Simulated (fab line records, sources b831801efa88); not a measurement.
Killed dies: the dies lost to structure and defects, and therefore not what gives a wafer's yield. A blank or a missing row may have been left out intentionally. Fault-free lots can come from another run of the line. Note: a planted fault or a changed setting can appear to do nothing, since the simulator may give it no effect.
Chamber matching / flow gf180mcu / GF_V3_ETCH_16 on rie_diel-01 has 4 sister chambers
The step etches BARC in N2/H2. 4 wafers are shown with their chamber, then 8 later ones without.

## WAFERS PAIRED WITH THEIR CHAMBERS
wafer=L906.1; chamber=2; drypump_motor_current_A (A)=5.8
wafer=L913.2; chamber=3; drypump_motor_current_A (A)=5.8
wafer=L913.5; chamber=0; drypump_motor_current_A (A)=5.6
wafer=L916.1; chamber=1; drypump_motor_current_A (A)=6.3

## WAFERS WHOSE CHAMBER IS MISSING
wafer=L916.2; drypump_motor_current_A (A)=5.8
wafer=L916.6; drypump_motor_current_A (A)=5.8
wafer=L923.1; drypump_motor_current_A (A)=6.3
wafer=L923.3; drypump_motor_current_A (A)=5.8
wafer=L923.5; drypump_motor_current_A (A)=6.2
wafer=L924.1; drypump_motor_current_A (A)=5.8
wafer=L924.2; drypump_motor_current_A (A)=6.3
wafer=L924.3; drypump_motor_current_A (A)=5.6

## WHICH CHAMBER EACH ONE RAN IN
wafer=L916.2; from the rows above=can't be placed: 2 or 3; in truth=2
wafer=L916.6; from the rows above=can't be placed: 2 or 3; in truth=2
wafer=L923.1; from the rows above=1; in truth=1
wafer=L923.3; from the rows above=can't be placed: 2 or 3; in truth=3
wafer=L923.5; from the rows above=1; in truth=1
wafer=L924.1; from the rows above=can't be placed: 2 or 3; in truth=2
wafer=L924.2; from the rows above=1; in truth=1
wafer=L924.3; from the rows above=0; in truth=0
4 of 8 placed correctly. These rows do not allow placing 4 (true chamber among the candidates in 4). Number placed wrongly: 0.
How it was worked out, from the rows above alone: a wafer's distance from a chamber is the root of the sum, over the readings, of the square of ((its reading less the chamber's mean) divided by the reading's scatter). The wafer belongs to the nearest chamber; if the next one is less than 2 further off, it can't be placed. For every chamber, the mean is computed from those of its wafers that are shown. The scatter: root of mean squared gap, hidden wafer to nearest shown wafer, with one shown wafer a chamber.
